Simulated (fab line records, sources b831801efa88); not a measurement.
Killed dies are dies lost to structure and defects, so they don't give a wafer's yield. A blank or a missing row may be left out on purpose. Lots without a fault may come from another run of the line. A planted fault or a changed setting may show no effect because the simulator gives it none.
Chamber matching | flow gf180mcu | GF_V4_CMP_04 on cmp-02: 4 sister chambers
The step polishes SiO2. 4 wafers are shown with their chamber, then 8 later ones without.

WAFERS WITH THEIR CHAMBER
wafer  | chamber | motor_current_A (A)
L266.6 | 3       | 12.6
L268.4 | 0       | 11.1
L268.5 | 2       | 12.2
L269.1 | 1       | 13.8

WAFERS WITHOUT THEIR CHAMBER
wafer  | motor_current_A (A)
L271.2 | 10.2
L271.5 | 12.2
L281.1 | 14.3
L281.4 | 10.8
L281.5 | 12.3
L285.2 | 12.3
L285.4 | 12.5
L285.6 | 12.5

WHICH CHAMBER EACH WENT THROUGH
wafer  | from the rows above     | in truth
L271.2 | 0                       | 0
L271.5 | can't be placed: 2 or 3 | 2
L281.1 | 1                       | 1
L281.4 | 0                       | 0
L281.5 | can't be placed: 2 or 3 | 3
L285.2 | can't be placed: 2 or 3 | 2
L285.4 | can't be placed: 3 or 2 | 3
L285.6 | can't be placed: 3 or 2 | 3
Placed correctly: 3 of 8. Can't be placed from these rows: 5 (the true chamber is among the candidates in 5). Placed wrongly: 0.
How it was worked out, from the rows above alone: a wafer's distance from a chamber is the root of the sum, over the readings, of the square of ((its reading less the chamber's mean) divided by the reading's scatter). The wafer belongs to the nearest chamber; if the next one is less than 2 further off, it can't be placed. A chamber's mean is the mean of its shown wafers. The scatter: with one shown wafer a chamber, the root of the mean of the squares of how far each hidden wafer lies from its nearest shown one.
